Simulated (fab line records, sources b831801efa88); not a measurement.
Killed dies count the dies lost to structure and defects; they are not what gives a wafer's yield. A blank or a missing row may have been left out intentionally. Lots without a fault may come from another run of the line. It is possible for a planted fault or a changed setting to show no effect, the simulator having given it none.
fab line records    flow sky130
[record] lots = 10  wafers = 30  last-day = 50
route steps=708 shown LDD_HVN@276 LDD_HVP@285 LDD_LDN@301 SD_P@329 PAD_OPEN@708
lots that met no fault: from a run of the same line without faults
start-h: hours from the record's first day to the start of the lot's first wafer shown    wait-h: hours from the lot's prior step to this one    " identical to the entry in the row above    L1.1+2: several wafers, shown together as one row    - no value, or no start given    * or withheld: withheld    < > ~ a bound
route shown NAME@n: NAME is a module with steps in the file, n the number in the route of the first one    usual: the fault-free wafers' mean and standard deviation    same: alike in all rows    chamber/n: place in a boat    sites: the reading at each site    _std_site: how widely they spread, as a standard deviation    _edge_site: the outer-site mean with the inner-site mean subtracted    radius-mm: for every site, how far away it sits from the centre of the wafer    mask NAME#n: copy n    behind: the tool/chamber that last shaped the wafer    hold: reason for holding the lot/hours on hold/outcome of the hold    device: the n, p or np transistor that did not switch    end of line: the same wafers' tests at the end of the route    for a step that has no rows: nothing shown but its recipe    killed: count of dies lost to structure and defects at first sort (not the wafer's yield)    map: shows each die of a wafer: x if killed, . if not, _ if none is there
set.NAME: setting as actually run; set.NAME@STEP: the setting as run at that earlier step    model.NAME: the simulator's own value behind a step, which no gauge read
a sample of lots followed through the steps of the route, with each step as a table and each wafer as a row
services: from which hour (start-h, from the record's first day; less than 0 if before it) a tool's chamber was out of use, for how many hours, and why
[[steps]]
[step SKY_LDD_HVN_STRIP_09]
[recipe] chemistry = O2/N2  power-w = 1400  pressure-mtorr = 1500  platen-temp-c = withheld  o2-flow-sccm = 3000  n2-flow-sccm = 300  overash-fraction = 0.5
[usual] drypump-motor-current-A = 5.4/0.59  oes-product-au = 0.408/0.0046  strip-time-to-endpoint-s = 4.135/0.015
lot.wafer  tool             chamber  start-h  wait-h  drypump-motor-current-A  oes-product-au  rf-hours-counter-h  strip-time-to-endpoint-s
L987.3     plasma-asher-03  1        478.65   0.1     5.0                      0.415           -                   4.154
L987.4     "                0        "        "       6.5                      0.405           -                   4.137
L987.5     "                0        "        "       6.4                      0.403           -                   4.125
L990.1     plasma-asher-04  1        506.40   0.1     5.5                      0.409           6                   4.144
L990.5     "                1        "        "       5.5                      0.414           -                   4.130
L990.6     "                0        "        "       5.0                      0.409           -                   4.144
L991.2     plasma-asher-03  0        509.66   0.1     6.5                      0.406           70                  4.136
L991.3     "                1        "        "       4.9                      0.411           -                   4.119
L991.4     "                0        "        "       6.5                      0.407           -                   4.132
L995.2     plasma-asher-04  1        546.15   0.1     5.5                      0.415           11                  4.155
L995.3     "                0        "        "       5.0                      0.406           -                   4.132
L995.4     "                1        "        "       5.4                      0.406           -                   4.136
L996.1     plasma-asher-03  1        555.75   0.1     4.9                      0.396           75                  4.125
L996.3     "                0        "        "       6.4                      0.406           -                   4.130
L996.4     "                1        "        "       4.9                      0.400           -                   4.128
L997.2     plasma-asher-03  0        563.25   0.1     6.5                      0.412           75                  4.142
L997.4     "                1        "        "       4.9                      0.408           -                   4.140
L997.5     "                0        "        "       6.5                      0.407           -                   4.143
L999.2     plasma-asher-04  0        580.55   0.2     5.0                      0.413           15                  4.138
L999.3     "                1        "        "       5.4                      0.409           -                   4.150
L999.5     "                0        "        "       5.0                      0.403           -                   4.133
L105.2     plasma-asher-03  0        630.35   0.1     6.4                      0.404           83                  4.122
L105.3     "                1        "        "       4.9                      0.410           -                   4.129
L105.5     "                1        "        "       4.9                      0.402           -                   4.131
L107.1     plasma-asher-04  0        645.31   0.1     5.0                      0.404           21                  4.140
L107.2     "                1        "        "       5.5                      0.408           21                  4.140
L107.5     "                1        "        "       5.5                      0.402           -                   4.126
L108.3     plasma-asher-04  0        651.23   0.1     5.0                      0.407           -                   4.100
L108.4     "                1        "        "       5.4                      0.406           -                   4.118
L108.5     "                0        "        "       5.0                      0.406           -                   4.128
[step SKY_LDD_HVP_OVL_MEAS_07]
[usual] LDD_HVP_OVL = 0.5/1.5
lot.wafer  tool        chamber  start-h  wait-h  LDD_HVP_OVL[nm]
L987.3     overlay-01  -        510.15   0.1     -1.4
L987.4     "           -        "        "       0.9
L987.5     "           -        "        "       -0.3
L990.1     overlay-02  -        536.83   0.1     -1.9
L990.5     "           -        "        "       -0.6
L990.6     "           -        "        "       1.9
L991.2     overlay-01  -        539.63   0.1     1.5
L991.3     "           -        "        "       4.1
L991.4     "           -        "        "       1.6
L995.2     overlay-01  -        576.62   0.1     -0.2
L995.3     "           -        "        "       -0.7
L995.4     "           -        "        "       -0.3
L996.1     overlay-02  -        584.73   0.1     -0.6
L996.3     "           -        "        "       0.7
L996.4     "           -        "        "       0.6
L997.2     overlay-01  -        592.97   0.1     2.3
L997.4     "           -        "        "       0.7
L997.5     "           -        "        "       1.0
L999.2     overlay-01  -        609.87   0.1     1.7
L999.3     "           -        "        "       0.9
L999.5     "           -        "        "       3.5
L105.2     overlay-01  -        658.73   0.1     2.1
L105.3     "           -        "        "       1.3
L105.5     "           -        "        "       2.9
L107.1     overlay-01  -        673.23   0.1     -0.2
L107.2     "           -        "        "       -0.2
L107.5     "           -        "        "       -0.9
L108.3     overlay-02  -        678.90   0.1     -1.1
L108.4     "           -        "        "       -0.3
L108.5     "           -        "        "       -1.3
[step SKY_LDD_LDN_STRIP_12]
[recipe] chemistry = O2/N2  power-w = 1400  pressure-mtorr = 1500  platen-temp-c = withheld  o2-flow-sccm = 3000  n2-flow-sccm = 300  overash-fraction = 0.5
[usual] drypump-motor-current-A = 5.7/0.68  oes-product-au = 0.715/0.0044  strip-time-to-endpoint-s = 14.18/0.035
lot.wafer  tool             chamber  start-h  wait-h  drypump-motor-current-A  oes-product-au  rf-hours-counter-h  strip-time-to-endpoint-s
L987.3     plasma-asher-02  1        541.73   0.1     5.5                      0.711           -                   14.19
L987.4     "                0        "        "       6.4                      0.717           -                   14.17
L987.5     "                0        "        "       6.4                      0.711           -                   14.15
L990.1     plasma-asher-03  0        567.07   0.1     6.5                      0.717           76                  14.18
L990.5     "                1        "        "       4.9                      0.717           -                   14.14
L990.6     "                0        "        "       6.5                      0.719           -                   14.16
L991.2     plasma-asher-02  0        570.61   0.1     6.4                      0.709           86                  14.19
L991.3     "                1        "        "       5.5                      0.713           -                   14.22
L991.4     "                0        "        "       6.4                      0.712           -                   14.20
L995.2     plasma-asher-02  0        607.26   0.1     6.5                      0.713           90                  14.18
L995.3     "                1        "        "       5.5                      0.710           -                   14.17
L995.4     "                0        "        "       6.5                      0.709           -                   14.13
L996.1     plasma-asher-03  0        615.11   0.1     6.5                      0.712           81                  14.24
L996.3     "                0        "        "       6.5                      0.717           -                   14.22
L996.4     "                1        "        "       4.9                      0.707           -                   14.21
L997.2     plasma-asher-03  1        623.26   0.1     4.9                      0.721           82                  14.28
L997.4     "                0        "        "       6.5                      0.717           -                   14.24
L997.5     "                1        "        "       4.9                      0.715           -                   14.22
L999.2     plasma-asher-03  0        639.57   0.1     6.5                      0.708           84                  14.17
L999.3     "                1        "        "       4.9                      0.715           -                   14.18
L999.5     "                1        "        "       4.9                      0.713           -                   14.18
L105.2     plasma-asher-03  0        687.41   0.1     6.5                      0.714           89                  14.21
L105.3     "                1        "        "       4.9                      0.722           -                   14.23
L105.5     "                1        "        "       5.0                      0.712           -                   14.22
L107.1     plasma-asher-01  0        701.90   0.1     4.9                      0.708           56                  14.19
L107.2     "                1        "        "       5.6                      0.714           56                  14.23
L107.5     "                1        "        "       5.6                      0.715           -                   14.23
L108.3     plasma-asher-03  0        707.33   0.1     6.4                      0.713           -                   14.16
L108.4     "                1        "        "       4.9                      0.719           -                   14.18
L108.5     "                1        "        "       4.9                      0.723           -                   14.14
[step SKY_SD_P_IMPLANT_09]
[recipe] species = BF2  energy-kev = 20  dose-cm2 = 2.946e+15  tilt-deg = 0
[usual] beam-energy-keV = 19.999/0.0059
lot.wafer  tool          chamber  start-h  wait-h  beam-energy-keV
L987.3     implanter-01  0        602.67   0.1     20.001
L987.4     "             0        "        "       20.005
L987.5     "             0        "        "       19.997
L990.1     implanter-01  0        628.23   0.0     20.003
L990.5     "             0        "        "       19.991
L990.6     "             0        "        "       19.987
L991.2     implanter-02  0        630.60   0.0     19.996
L991.3     "             0        "        "       20.000
L991.4     "             0        "        "       19.996
L995.2     implanter-03  0        668.21   0.0     19.994
L995.3     "             0        "        "       20.004
L995.4     "             0        "        "       20.001
L996.1     implanter-01  0        674.57   0.0     21.208
L996.3     "             0        "        "       21.208
L996.4     "             0        "        "       21.210
L997.2     implanter-03  0        684.01   0.0     19.995
L997.4     "             0        "        "       20.007
L997.5     "             0        "        "       20.000
L999.2     implanter-01  0        697.41   0.0     21.198
L999.3     "             0        "        "       21.211
L999.5     "             0        "        "       21.211
L105.2     implanter-03  0        743.81   0.0     19.997
L105.3     "             0        "        "       19.994
L105.5     "             0        "        "       19.987
L107.1     implanter-03  0        759.12   0.0     20.006
L107.2     "             0        "        "       20.007
L107.5     "             0        "        "       20.014
L108.3     implanter-01  0        764.02   0.1     20.003
L108.4     "             0        "        "       20.013
L108.5     "             0        "        "       20.003
[step SKY_SD_P_STRIP_10]
[recipe] chemistry = O2/N2  power-w = 1400  pressure-mtorr = 1500  platen-temp-c = withheld  o2-flow-sccm = 3000  n2-flow-sccm = 300  overash-fraction = 0.5
[usual] drypump-motor-current-A = 5.4/0.54  oes-product-au = 0.618/0.0051  strip-time-to-endpoint-s = 17.46/0.045
lot.wafer  tool             chamber  start-h  wait-h  drypump-motor-current-A  oes-product-au  rf-hours-counter-h  strip-time-to-endpoint-s
L987.3     plasma-asher-01  1        602.80   0.1     5.6                      0.609           -                   17.46
L987.4     "                0        "        "       4.9                      0.620           -                   17.46
L987.5     "                1        "        "       5.6                      0.614           -                   17.39
L990.1     plasma-asher-01  1        628.38   0.1     5.6                      0.621           48                  17.51
L990.5     "                0        "        "       4.9                      0.614           -                   17.52
L990.6     "                1        "        "       5.6                      0.619           -                   17.48
L991.2     plasma-asher-01  1        630.73   0.1     5.6                      0.614           48                  17.47
L991.3     "                0        "        "       4.9                      0.617           -                   17.52
L991.4     "                1        "        "       5.6                      0.611           -                   17.48
L995.2     plasma-asher-01  0        668.33   0.1     4.9                      0.618           52                  17.50
L995.3     "                0        "        "       4.9                      0.624           -                   17.51
L995.4     "                1        "        "       5.6                      0.621           -                   17.46
L996.1     plasma-asher-04  1        674.72   0.1     5.4                      0.617           24                  17.58
L996.3     "                0        "        "       5.0                      0.609           -                   17.61
L996.4     "                1        "        "       5.4                      0.607           -                   17.67
L997.2     plasma-asher-04  0        684.13   0.1     5.0                      0.620           25                  17.49
L997.4     "                1        "        "       5.4                      0.623           -                   17.47
L997.5     "                0        "        "       5.0                      0.624           -                   17.42
L999.2     plasma-asher-04  0        697.53   0.1     5.0                      0.615           26                  17.65
L999.3     "                1        "        "       5.5                      0.612           -                   17.65
L999.5     "                1        "        "       5.4                      0.621           -                   17.65
L105.2     plasma-asher-03  1        743.93   0.1     5.0                      0.619           95                  17.41
L105.3     "                1        "        "       4.9                      0.616           -                   17.47
L105.5     "                0        "        "       6.5                      0.624           -                   17.48
L107.1     plasma-asher-01  1        759.27   0.1     5.6                      0.621           62                  17.49
L107.2     "                0        "        "       4.9                      0.620           62                  17.53
L107.5     "                0        "        "       4.9                      0.624           -                   17.53
L108.3     plasma-asher-03  1        764.15   0.1     5.0                      0.611           -                   17.48
L108.4     "                0        "        "       6.5                      0.622           -                   17.47
L108.5     "                0        "        "       6.5                      0.611           -                   17.42
[step SKY_SD_P_TW_MEAS_11]
[usual] SD_P_TW = 2823/19
lot.wafer  tool           chamber  start-h  wait-h  SD_P_TW
L987.3     film-metro-02  -        602.89   0.1     2819
L987.4     "              -        "        "       2813
L987.5     "              -        "        "       2808
L990.1     film-metro-04  -        628.48   0.1     2841
L990.5     "              -        "        "       2842
L990.6     "              -        "        "       2843
L991.2     film-metro-02  -        630.84   0.1     2814
L991.3     "              -        "        "       2827
L991.4     "              -        "        "       2808
L995.2     film-metro-04  -        668.44   0.1     2876
L995.3     "              -        "        "       2865
L995.4     "              -        "        "       2859
L996.1     film-metro-03  -        674.82   0.1     2864
L996.3     "              -        "        "       2876
L996.4     "              -        "        "       2890
L997.2     film-metro-03  -        684.24   0.1     2830
L997.4     "              -        "        "       2836
L997.5     "              -        "        "       2824
L999.2     film-metro-02  -        697.64   0.1     2866
L999.3     "              -        "        "       2862
L999.5     "              -        "        "       2861
L105.2     film-metro-02  -        744.04   0.1     2789
L105.3     "              -        "        "       2804
L105.5     "              -        "        "       2806
L107.1     film-metro-02  -        759.37   0.1     2796
L107.2     "              -        "        "       2803
L107.5     "              -        "        "       2816
L108.3     film-metro-03  -        764.24   0.1     2813
L108.4     "              -        "        "       2822
L108.5     "              -        "        "       2819
[step SKY_SD_N_RS_MEAS_17]
[recipe] thk-meas-gauge = four-point-probe
[usual] SD_P_RS = 147.5/0.37
lot.wafer  tool           chamber  start-h  wait-h  SD_P_RS[ohm/sq]
L987.3     film-metro-04  -        661.33   0.1     147.9
L987.4     "              -        "        "       147.1
L987.5     "              -        "        "       147.0
L990.1     film-metro-03  -        685.69   0.1     147.8
L990.5     "              -        "        "       147.7
L990.6     "              -        "        "       147.5
L991.2     film-metro-04  -        690.01   0.1     147.2
L991.3     "              -        "        "       146.6
L991.4     "              -        "        "       146.7
L995.2     film-metro-02  -        725.26   0.1     147.6
L995.3     "              -        "        "       147.7
L995.4     "              -        "        "       147.3
L996.1     film-metro-02  -        730.68   0.1     143.4
L996.3     "              -        "        "       143.4
L996.4     "              -        "        "       143.6
L997.2     film-metro-03  -        740.52   0.1     147.5
L997.4     "              -        "        "       147.4
L997.5     "              -        "        "       147.7
L999.2     film-metro-02  -        753.99   0.1     143.4
L999.3     "              -        "        "       143.1
L999.5     "              -        "        "       143.2
L105.2     film-metro-03  -        798.85   0.1     147.9
L105.3     "              -        "        "       147.8
L105.5     "              -        "        "       147.7
L107.1     film-metro-04  -        813.54   0.1     147.3
L107.2     "              -        "        "       147.7
L107.5     "              -        "        "       147.2
L108.3     film-metro-03  -        818.77   0.1     147.0
L108.4     "              -        "        "       146.9
L108.5     "              -        "        "       146.9
[step SKY_PAD_OPEN_PROBE_99]
[usual] killed_at_M0_to_M3 = 42/7.2  killed_at_M4_up = 3.4/2.1  killed-at-contacts = 24/5.4  killed-at-front-end = 15/4  killed-at-other = 0.3/0.53  killed-dies = 85/8.8  killed-open = 47/6.7  killed-short = 38/6.5
[same] gross-dies = 492  killed-at-back-side = 0
lot.wafer  tool       chamber  start-h  wait-h  killed_at_M0_to_M3  killed_at_M4_up  killed-at-contacts  killed-at-front-end  killed-at-other  killed-dies  killed-open  killed-short
L987.3     prober-01  -        1087.99  0.2     46                  4                29                  11                   0                90           47           43
L987.4     prober-01  -        1088.04  0.2     46                  2                26                  14                   0                88           45           43
L987.5     prober-01  -        1088.09  0.2     44                  2                17                  11                   0                74           41           33
L999.2     prober-01  -        1157.48  0.1     34                  1                28                  15                   0                78           44           34
L999.3     prober-01  -        1157.53  0.2     32                  0                30                  25                   0                87           42           45
L999.5     prober-01  -        1157.63  0.2     42                  1                25                  13                   0                81           44           37
L108.3     prober-01  -        1196.94  0.2     37                  3                27                  10                   2                79           43           35
L108.4     prober-01  -        1196.99  0.2     53                  4                24                  16                   0                97           53           43
L108.5     prober-01  -        1197.04  0.2     46                  2                28                  20                   1                97           51           46
// killed by level:class
L987.3 LI_CONTACT:geometric-particle:open=12 VIA1:geometric-particle:open=12 METAL2:geometric-particle:short=9 CONTACT:geometric-particle:open=7 VIA1:geometric-particle:short=7 FIELD_ISO:geometric-particle:open=5 LOCAL_INTERCONNECT:geometric-particle:short=5 VIA2:geometric-particle:short=4
L987.4 CONTACT:geometric-particle:open=11 VIA1:geometric-particle:short=9 VIA1:geometric-particle:open=8 VIA2:geometric-particle:open=8 METAL2:geometric-particle:short=7 LI_CONTACT:geometric-particle:open=5 LOCAL_INTERCONNECT:geometric-particle:short=5 CONTACT:geometric-particle:short=5
L987.5 VIA1:geometric-particle:open=9 VIA2:geometric-particle:open=8 METAL1:geometric-particle:short=6 LI_CONTACT:geometric-particle:open=5 CONTACT:geometric-particle:open=5 POLY_GATE:geometric-particle:open=4 VIA3:geometric-particle:short=4 METAL2:geometric-particle:short=4
L999.2 CONTACT:geometric-particle:open=9 LI_CONTACT:geometric-particle:open=7 VIA1:geometric-particle:open=7 FIELD_ISO:geometric-particle:open=5 METAL2:geometric-particle:short=5 CONTACT:geometric-particle:short=5 METAL1:geometric-particle:short=5 VIA3:geometric-particle:open=5
L999.3 CONTACT:geometric-particle:open=12 FIELD_ISO:geometric-particle:short=8 VIA1:geometric-particle:open=7 LOCAL_INTERCONNECT:geometric-particle:short=6 VIA1:geometric-particle:short=6 FIELD_ISO:geometric-particle:open=5 VIA2:geometric-particle:open=5 POLY_GATE:geometric-particle:short=4
L999.5 CONTACT:geometric-particle:open=13 VIA1:geometric-particle:open=10 METAL2:geometric-particle:short=7 CONTACT:geometric-particle:short=6 VIA2:geometric-particle:open=6 METAL1:geometric-particle:short=5 FIELD_ISO:geometric-particle:short=4 FIELD_ISO:geometric-particle:open=4
L108.3 VIA1:geometric-particle:open=11 CONTACT:geometric-particle:open=9 LI_CONTACT:geometric-particle:open=8 LI_CONTACT:geometric-particle:short=6 METAL1:geometric-particle:short=6 METAL2:geometric-particle:short=5 VIA3:geometric-particle:open=5 POLY_GATE:geometric-particle:short=3
L108.4 VIA3:geometric-particle:open=10 VIA1:geometric-particle:open=8 METAL2:geometric-particle:short=8 VIA2:geometric-particle:open=8 CONTACT:geometric-particle:open=7 LI_CONTACT:geometric-particle:open=7 VIA3:geometric-particle:short=6 LOCAL_INTERCONNECT:geometric-particle:short=5
L108.5 CONTACT:geometric-particle:open=11 VIA1:geometric-particle:open=8 METAL1:geometric-particle:short=7 METAL2:geometric-particle:short=6 VIA3:geometric-particle:open=6 CONTACT:geometric-particle:short=5 METAL2:geometric-particle:open=5 FIELD_ISO:geometric-particle:short=4
[[services]]
tool             chamber  start-h  hours  kind
plasma-asher-01  -        456.35   8.5    repair
plasma-asher-03  -        463.66   2.7    repair
plasma-asher-04  -        470.73   14.6   pm
plasma-asher-02  -        472.21   9.0    repair
implanter-02     -        477.81   1.0    repair
implanter-03     -        487.83   4.0    repair
plasma-asher-03  -        489.27   2.8    pm
implanter-01     -        504.81   2.8    pm
plasma-asher-01  -        517.19   3.9    repair
implanter-02     -        534.53   0.5    repair
implanter-01     -        555.45   2.3    repair
plasma-asher-01  -        561.18   22.9   pm
plasma-asher-04  -        611.55   4.1    repair
implanter-03     -        616.89   2.8    repair
implanter-03     -        630.31   3.2    repair
plasma-asher-02  -        642.09   20.1   pm
implanter-02     -        660.79   16.3   repair
implanter-02     -        670.92   4.9    repair
plasma-asher-04  -        693.43   3.3    repair
plasma-asher-02  -        696.02   2.2    repair
implanter-03     -        726.33   3.8    pm
implanter-01     -        727.67   3.2    repair
plasma-asher-02  -        733.75   9.0    pm
implanter-01     -        736.01   2.7    pm
[[key]]
[first-sign] step = SKY_SD_P_IMPLANT_09  reading = beam-energy-keV  direction = up  sigmas = 99+  usual = *  struck = *
[effect] step = SKY_SD_P_STRIP_10  reading = strip-time-to-endpoint-s  direction = up  sigmas = 3.8  usual = *  struck = *
[effect] step = SKY_SD_P_TW_MEAS_11  reading = SD_P_TW  direction = up  sigmas = 2.5  usual = 2823  struck = 2870
[effect] step = SKY_SD_N_RS_MEAS_17  reading = SD_P_RS  direction = down  sigmas = 11  usual = 147.5  struck = 143.3
met-at SKY_SD_P_IMPLANT_09
struck-lots L996,L999
tester-left-out L996,L999
not-acting-at SKY_LDD_HVN_STRIP_09,SKY_LDD_HVP_OVL_MEAS_07,SKY_LDD_LDN_STRIP_12
onset-between 628.23 674.57
[fault] kind = process-parameter-drift  tool = implanter-01  chamber = -  onset-h = 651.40  steps = SKY_SD_P_IMPLANT_09  channel = energy-kev  offset = *  shape = step  end-h = 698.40  acts-in = *  stated = *
// tester-left-out: of these lots the tester's yield and bins aren't shown, on N5 and GAA mostly nor the transistor test; their killed dies are dies lost to structure and defects alone, not to doping, threshold or leakage, so they don't give the yield
